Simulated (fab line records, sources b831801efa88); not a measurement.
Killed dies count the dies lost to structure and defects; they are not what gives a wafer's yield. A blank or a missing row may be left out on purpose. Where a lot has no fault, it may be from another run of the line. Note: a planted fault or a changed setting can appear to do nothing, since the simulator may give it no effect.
Matching of chambers ; flow sky130 ; cmp-02 running SKY_LI_CONTACT_CMP_24: 4 sister chambers
The step polishes, stops on PSG, t overpolish 20 s, target thk 0 nm. 4 wafers are shown with their chamber, then 8 later ones without.

== WAFERS WITH THEIR CHAMBER ==
wafer;chamber;motor-current-A (A)
L461.5;1;11.5
L466.3;2;8.9
L466.6;3;9.9
L471.2;0;11.2

== WAFERS MISSING THEIR CHAMBER ==
wafer;motor-current-A (A)
L471.4;11.0
L471.5;11.3
L474.3;9.9
L474.4;11.2
L474.5;8.6
L475.3;11.4
L475.5;10.1
L475.6;11.2

== CHAMBER TAKEN BY EACH ==
wafer;from the rows above;in truth
L471.4;can't be placed: 0 or 1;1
L471.5;can't be placed: 0 or 1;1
L474.3;3;3
L474.4;can't be placed: 0 or 1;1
L474.5;2;2
L475.3;can't be placed: 1 or 0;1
L475.5;3;3
L475.6;can't be placed: 0 or 1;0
Correctly placed: 3 of 8. Cannot be placed on the basis of these rows: 5; the candidates contain the true chamber in 5. Wrongly placed: 0.
How it was worked out, from the rows above alone: a wafer's distance from a chamber is the root of the sum, over the readings, of the square of ((its reading less the chamber's mean) divided by the reading's scatter). The wafer belongs to the nearest chamber; if the next one is less than 2 further off, it can't be placed. Each chamber's mean is taken over the wafers shown for it. The scatter: root of mean squared gap, hidden wafer to nearest shown wafer, with one shown wafer a chamber.
